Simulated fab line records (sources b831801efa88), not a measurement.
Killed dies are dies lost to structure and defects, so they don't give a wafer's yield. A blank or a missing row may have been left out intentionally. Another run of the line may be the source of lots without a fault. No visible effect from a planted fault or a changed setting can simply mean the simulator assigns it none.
Which tool did it? :: flow gf180mcu :: 42 wafers from 14 lots sampled at 2 of the route's 602 steps

## WHAT EACH GAUGE READ, for each wafer
GF_V5_THK_MEAS_03. Usual: V5_CVD_02_THK typically reads 1447 nm, with standard deviation 18.
lot: L479
measured: day 26 15:14
on: film_metro-03
V5_CVD_02_THK (nm): 1436 1455 1455
flag: 

lot: L480
measured: day 27 00:43
on: film_metro-01
V5_CVD_02_THK (nm): 1462 1461 1448
flag: 

lot: L482
measured: day 27 08:44
on: film_metro-01
V5_CVD_02_THK (nm): 1427 1460 1437
flag: 

lot: L483
measured: day 27 18:59
on: film_metro-01
V5_CVD_02_THK (nm): 1441 1449 1458
flag: 

lot: L484
measured: day 28 05:58
on: film_metro-01
V5_CVD_02_THK (nm): 1438 1471 1459
flag: 

lot: L485
measured: day 28 10:40
on: film_metro-04
V5_CVD_02_THK (nm): 1408 1419 1437
flag: 

lot: L486
measured: day 28 11:49
on: film_metro-01
V5_CVD_02_THK (nm): 1433 1477 1434
flag: 

lot: L487
measured: day 29 00:42
on: film_metro-04
V5_CVD_02_THK (nm): 1473 1470 1449
flag: 

lot: L489
measured: day 29 11:40
on: film_metro-04
V5_CVD_02_THK (nm): 1264 1256 1295 1264 1256 1294
flag: OFF

lot: L490
measured: day 29 21:56
on: film_metro-03
V5_CVD_02_THK (nm): 1449 1455 1444
flag: 

lot: L491
measured: day 30 01:07
on: film_metro-03
V5_CVD_02_THK (nm): 1300 1298 1279 1300 1298 1278
flag: OFF

lot: L498
measured: day 31 20:28
on: film_metro-03
V5_CVD_02_THK (nm): 1441 1448 1479
flag: 

lot: L499
measured: day 32 00:56
on: film_metro-04
V5_CVD_02_THK (nm): 1414 1435 1459
flag: 

lot: L500
measured: day 32 04:47
on: film_metro-04
V5_CVD_02_THK (nm): 1436 1445 1425
flag: 

## TOOL THAT RAN EACH LOT (tool first, then ch and the chambers of the sampled wafers, then the start)
lot: L479
GF_V5_CVD_02: pecvd-01 ch 0,2, day 26 15:07

lot: L480
GF_V5_CVD_02: pecvd-01 ch 0,1,2, day 27 00:37

lot: L482
GF_V5_CVD_02: pecvd-02 ch 0,1, day 27 08:37

lot: L483
GF_V5_CVD_02: pecvd-04 ch 1,2, day 27 18:53

lot: L484
GF_V5_CVD_02: pecvd-02 ch 1,2, day 28 05:51

lot: L485
GF_V5_CVD_02: pecvd-01 ch 1,2, day 28 10:31

lot: L486
GF_V5_CVD_02: pecvd-02 ch 0,2, day 28 11:41

lot: L487
GF_V5_CVD_02: pecvd-04 ch 1,2, day 29 00:34

lot: L489
GF_V5_CVD_02: pecvd-04 ch 1,2, day 29 11:32

lot: L490
GF_V5_CVD_02: pecvd-02 ch 1,2, day 29 21:49

lot: L491
GF_V5_CVD_02: pecvd-04 ch 1,2, day 30 00:59

lot: L498
GF_V5_CVD_02: pecvd-01 ch 1,2, day 31 20:21

lot: L499
GF_V5_CVD_02: pecvd-02 ch 0,1, day 32 00:49

lot: L500
GF_V5_CVD_02: pecvd-01 ch 0,1,2, day 32 04:41
- GF_V5_CVD_02: deposits SiO2 from TEOS, target thk 1450 nm, time 163.28 s.

## WHAT THE TOOLS THEMSELVES READ (means of the sampled wafers that have a number; where no wafer has one, the mark that the record gives instead)
GF_V5_CVD_02. Usual: heater_power_w reads 614 W (standard deviation 97).
lot: L479
tool: pecvd-01
heater_power_w (W): 694
flag: 

lot: L480
tool: pecvd-01
heater_power_w (W): 657
flag: 

lot: L482
tool: pecvd-02
heater_power_w (W): 663
flag: 

lot: L483
tool: pecvd-04
heater_power_w (W): 624
flag: 

lot: L484
tool: pecvd-02
heater_power_w (W): 591
flag: 

lot: L485
tool: pecvd-01
heater_power_w (W): 498
flag: 

lot: L486
tool: pecvd-02
heater_power_w (W): 627
flag: 

lot: L487
tool: pecvd-04
heater_power_w (W): 555
flag: 

lot: L489
tool: pecvd-04
heater_power_w (W): 622
flag: 

lot: L490
tool: pecvd-02
heater_power_w (W): 613
flag: 

lot: L491
tool: pecvd-04
heater_power_w (W): 611
flag: 

lot: L498
tool: pecvd-01
heater_power_w (W): 553
flag: 

lot: L499
tool: pecvd-02
heater_power_w (W): 649
flag: 

lot: L500
tool: pecvd-01
heater_power_w (W): 614
flag: 

## THE ANSWER, worked out from the rows above alone
Rule: a lot counts as off when the mean over its wafers that have a number is more than 3 standard deviations away from the usual mean. Also off: a lot with no number at a reading for which 4 or more lots have one. Any other lot the step has rows for is counted as sound. First the gauges in route order, then the tools' own readings, where a lot's mean is used as printed above. The first step at which some lot is off is used, and at that step the reading that is off furthest; a lot without a number counts as furthest.
Off: L489, L491, seen at GF_V5_THK_MEAS_03 (V5_CVD_02_THK).
A tool fits if, at a process step before that reading, it ran every lot that is off, and no sound lot after the first of them. The gauges at GF_V5_THK_MEAS_03 are tried like those tools. One fits: pecvd-04 at GF_V5_CVD_02. A fault onset in the window from L487 (day 29 00:34, its last sound lot) to L489 (day 29 11:32, its first lot off) fits.

## WHAT THE SIMULATOR PUT IN
Site profile drift: pecvd-04, from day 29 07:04 on, at GF_V5_CVD_02. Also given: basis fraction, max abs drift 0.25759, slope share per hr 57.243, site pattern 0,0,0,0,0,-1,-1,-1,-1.
Lots struck among those shown: L489, L491. The rule given above showed the same thing.
